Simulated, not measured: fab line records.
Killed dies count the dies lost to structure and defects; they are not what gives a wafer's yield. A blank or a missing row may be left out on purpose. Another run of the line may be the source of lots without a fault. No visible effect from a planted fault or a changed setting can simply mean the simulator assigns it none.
Chamber matching + flow sky130 + SKY_CONTACT_CMP_04 on cmp-01 has 4 sister chambers
The step polishes SiO2. 8 wafers are shown with their chamber, then 7 later ones without.

== WAFERS, EACH WITH ITS CHAMBER ==
| wafer  | chamber | motor-current-A (A) | time-to-endpoint-s (s) |
|--------|---------|---------------------|------------------------|
| L234.2 | 2       | 13.6                | 79                     |
| L234.4 | 0       | 13.7                | 82                     |
| L234.6 | 0       | 12.6                | 81                     |
| L235.1 | 3       | 12.2                | 78                     |
| L237.3 | 2       | 13.2                | 76                     |
| L237.5 | 1       | 11.2                | 82                     |
| L247.1 | 1       | 11.7                | 81                     |
| L247.3 | 3       | 11.9                | 77                     |

== WAFERS WHOSE CHAMBER IS MISSING ==
| wafer  | motor-current-A (A) | time-to-endpoint-s (s) |
|--------|---------------------|------------------------|
| L247.4 | 13.0                | 75                     |
| L248.4 | 12.8                | 76                     |
| L248.5 | 13.3                | 79                     |
| L248.6 | 11.9                | 77                     |
| L249.1 | 13.4                | 77                     |
| L249.3 | 11.9                | 84                     |
| L249.4 | 11.7                | 80                     |

== THE CHAMBER EACH PASSED THROUGH ==
| wafer  | from the rows above          | in truth                   |
|--------|------------------------------|----------------------------|
| L247.4 | can't be placed: 2 or 3      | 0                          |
| L248.4 | can't be placed: 2 or 3      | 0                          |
| L248.5 | can't be placed: 2 or 0 or 3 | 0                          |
| L248.6 | 3                            | 3                          |
| L249.1 | 2                            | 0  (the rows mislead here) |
| L249.3 | can't be placed: 1 or 0      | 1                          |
| L249.4 | can't be placed: 1 or 3      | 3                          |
Correctly placed: 1 of 7. Unplaceable from these rows: 5, with the true chamber sitting among the candidates in 3. Wrongly placed: 1.
How it was worked out, from the rows above alone: a wafer's distance from a chamber is the root of the sum, over the readings, of the square of ((its reading less the chamber's mean) divided by the reading's scatter). The wafer belongs to the nearest chamber; if the next one is less than 2 further off, it can't be placed. For every chamber, the mean is computed from those of its wafers that are shown. The scatter is the square root of a quotient: the sum, over the shown wafers, of each reading's squared deviation from its chamber's mean, divided by wafers minus chambers.
